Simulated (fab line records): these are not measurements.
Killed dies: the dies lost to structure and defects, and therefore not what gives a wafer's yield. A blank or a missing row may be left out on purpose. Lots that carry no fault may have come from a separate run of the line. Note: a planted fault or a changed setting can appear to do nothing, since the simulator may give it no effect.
Which tool did it? + flow sky130 + Sampling: 6 lots, 18 wafers, 2 of 708 route steps

== WHAT THE GAUGES SHOWED, per wafer ==
SKY_LDD_LDN_TW_MEAS_13.
| lot  | measured     | on           | LDD_LDN_TW     |
|------|--------------|--------------|----------------|
| L740 | day 24 14:53 | filmMetro-02 | 1486 1493 1490 |
| L742 | day 24 19:59 | filmMetro-01 | 1473 1471 1473 |
| L744 | day 25 22:47 | filmMetro-02 | 1390 1393 1389 |
| L754 | day 29 00:13 | filmMetro-02 | 1488 1485 1491 |
| L756 | day 29 15:24 | filmMetro-01 | 1476 1481 1480 |
| L759 | day 30 06:55 | filmMetro-02 | 1485 1495 1496 |

== EACH LOT AND THE TOOL THAT RAN IT (in order: tool; ch and the chambers of the sampled wafers; start) ==
| lot  | SKY_LDD_LDN_IMPLANT_08          |
|------|---------------------------------|
| L740 | implanter-01 ch 0, day 24 14:11 |
| L742 | implanter-04 ch 0, day 24 19:17 |
| L744 | implanter-02 ch 0, day 25 22:05 |
| L754 | implanter-04 ch 0, day 28 23:31 |
| L756 | implanter-02 ch 0, day 29 14:42 |
| L759 | implanter-02 ch 0, day 30 06:15 |
- SKY_LDD_LDN_IMPLANT_08

== THE ANSWER, worked out from the rows above alone ==
Rule: usual is defined by the lots themselves. The widest of any qualifying gaps counts: lots, ordered by their means at a reading, are off when they make up no more than a third of the lots, leave a main group of 4 or more, and stand apart from it by 3 or more times the standard deviation of that group's means. Not used: any main group whose means are identical at the precision the tables above print for the reading. A lot without any number at a reading at which 4 lots or more have one is off too. The other lots that the step has rows for count as sound.
Off: L744, at SKY_LDD_LDN_TW_MEAS_13 (LDD_LDN_TW). The main group: mean 1484, standard deviation 7.4.
A tool fits if, at a process step before that reading, it ran every lot that is off, and no sound lot after the first of them. Those tools and the gauges at SKY_LDD_LDN_TW_MEAS_13 are tried in the same way. Of those tried, none fits.

== WHAT THE SIMULATOR PUT IN ==
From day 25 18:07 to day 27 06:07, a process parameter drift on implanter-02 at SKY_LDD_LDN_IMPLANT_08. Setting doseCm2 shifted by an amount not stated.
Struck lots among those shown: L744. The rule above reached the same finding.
